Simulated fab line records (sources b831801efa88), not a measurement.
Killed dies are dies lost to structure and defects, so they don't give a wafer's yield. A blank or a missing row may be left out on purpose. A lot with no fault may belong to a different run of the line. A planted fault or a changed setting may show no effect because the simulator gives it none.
Matching of chambers || flow sky130 || SKY_VIA1_ETCH_15 on rie diel-04 has 4 sister chambers
The step etches SiO2 in C4F8/O2/Ar, stops on TiN, target depth 351 nm, time 54 s. 16 wafers are shown with their chamber, then 8 later ones without.

## WAFERS PAIRED WITH THEIR CHAMBERS
{"wafer": "L074.1", "chamber": 2, "oes product au (a.u.)": 0.986, "bias w (W)": 1198}
{"wafer": "L074.2", "chamber": 3, "oes product au (a.u.)": 0.979, "bias w (W)": 1198}
{"wafer": "L074.5", "chamber": 1, "oes product au (a.u.)": 0.981, "bias w (W)": 1201}
{"wafer": "L079.2", "chamber": 1, "oes product au (a.u.)": 0.983, "bias w (W)": 1201}
{"wafer": "L079.4", "chamber": 0, "oes product au (a.u.)": 0.982, "bias w (W)": 1198}
{"wafer": "L079.5", "chamber": 2, "oes product au (a.u.)": 0.983, "bias w (W)": 1197}
{"wafer": "L081.3", "chamber": 1, "oes product au (a.u.)": 0.972, "bias w (W)": 1199}
{"wafer": "L081.5", "chamber": 2, "oes product au (a.u.)": 0.989, "bias w (W)": 1192}
{"wafer": "L081.6", "chamber": 1, "oes product au (a.u.)": 0.974, "bias w (W)": 1195}
{"wafer": "L086.1", "chamber": 2, "oes product au (a.u.)": 0.976, "bias w (W)": 1199}
{"wafer": "L086.2", "chamber": 3, "oes product au (a.u.)": 0.982, "bias w (W)": 1194}
{"wafer": "L086.6", "chamber": 0, "oes product au (a.u.)": 0.982, "bias w (W)": 1203}
{"wafer": "L088.2", "chamber": 3, "oes product au (a.u.)": 0.991, "bias w (W)": 1203}
{"wafer": "L088.3", "chamber": 1, "oes product au (a.u.)": 0.986, "bias w (W)": 1197}
{"wafer": "L088.6", "chamber": 3, "oes product au (a.u.)": 0.985, "bias w (W)": 1196}
{"wafer": "L095.1", "chamber": 3, "oes product au (a.u.)": 0.990, "bias w (W)": 1199}

SIGNATURES, as means of the wafers listed above
{"reading": "oes product au", "chamber 0": 0.98200, "chamber 1": 0.97920, "chamber 2": 0.98350, "chamber 3": 0.98540, "scatter within a chamber": 0.00533}
{"reading": "bias w", "chamber 0": 1200.50, "chamber 1": 1198.60, "chamber 2": 1196.50, "chamber 3": 1198.00, "scatter within a chamber": 3.09}
Rule: a wafer's distance from a chamber is the root of the sum, over the readings, of the square of ((its reading less the chamber's mean) divided by the reading's scatter). The wafer belongs to the nearest chamber; if the next one is less than 2 further off, it can't be placed. How the scatter is found: for the shown wafers, subtract from each reading the mean of its chamber, square and add these, divide the total by (wafers less chambers), then take the root.

## WAFERS WITHOUT THEIR CHAMBER
{"wafer": "L095.2", "oes product au (a.u.)": 0.987, "bias w (W)": 1197}
{"wafer": "L095.3", "oes product au (a.u.)": 0.986, "bias w (W)": 1204}
{"wafer": "L096.1", "oes product au (a.u.)": 0.980, "bias w (W)": 1197}
{"wafer": "L096.3", "oes product au (a.u.)": 0.987, "bias w (W)": 1196}
{"wafer": "L096.6", "oes product au (a.u.)": 0.993, "bias w (W)": 1199}
{"wafer": "L097.1", "oes product au (a.u.)": 0.987, "bias w (W)": 1200}
{"wafer": "L097.2", "oes product au (a.u.)": 0.980, "bias w (W)": 1199}
{"wafer": "L097.4", "oes product au (a.u.)": 0.993, "bias w (W)": 1201}

## THE CHAMBER EACH PASSED THROUGH
{"wafer": "L095.2", "from the rows above": "can't be placed: 3 or 2 or 0 or 1", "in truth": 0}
{"wafer": "L095.3", "from the rows above": "can't be placed: 0 or 3 or 1 or 2", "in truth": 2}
{"wafer": "L096.1", "from the rows above": "can't be placed: 1 or 2 or 3 or 0", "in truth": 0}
{"wafer": "L096.3", "from the rows above": "can't be placed: 2 or 3 or 1 or 0", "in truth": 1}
{"wafer": "L096.6", "from the rows above": "can't be placed: 3 or 2 or 0 or 1", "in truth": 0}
{"wafer": "L097.1", "from the rows above": "can't be placed: 3 or 0 or 2 or 1", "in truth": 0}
{"wafer": "L097.2", "from the rows above": "can't be placed: 1 or 0 or 2 or 3", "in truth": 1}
{"wafer": "L097.4", "from the rows above": "can't be placed: 3 or 0 or 2 or 1", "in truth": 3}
0 of 8 placed correctly. These rows do not allow placing 8 (true chamber among the candidates in 8). Number placed wrongly: 0.
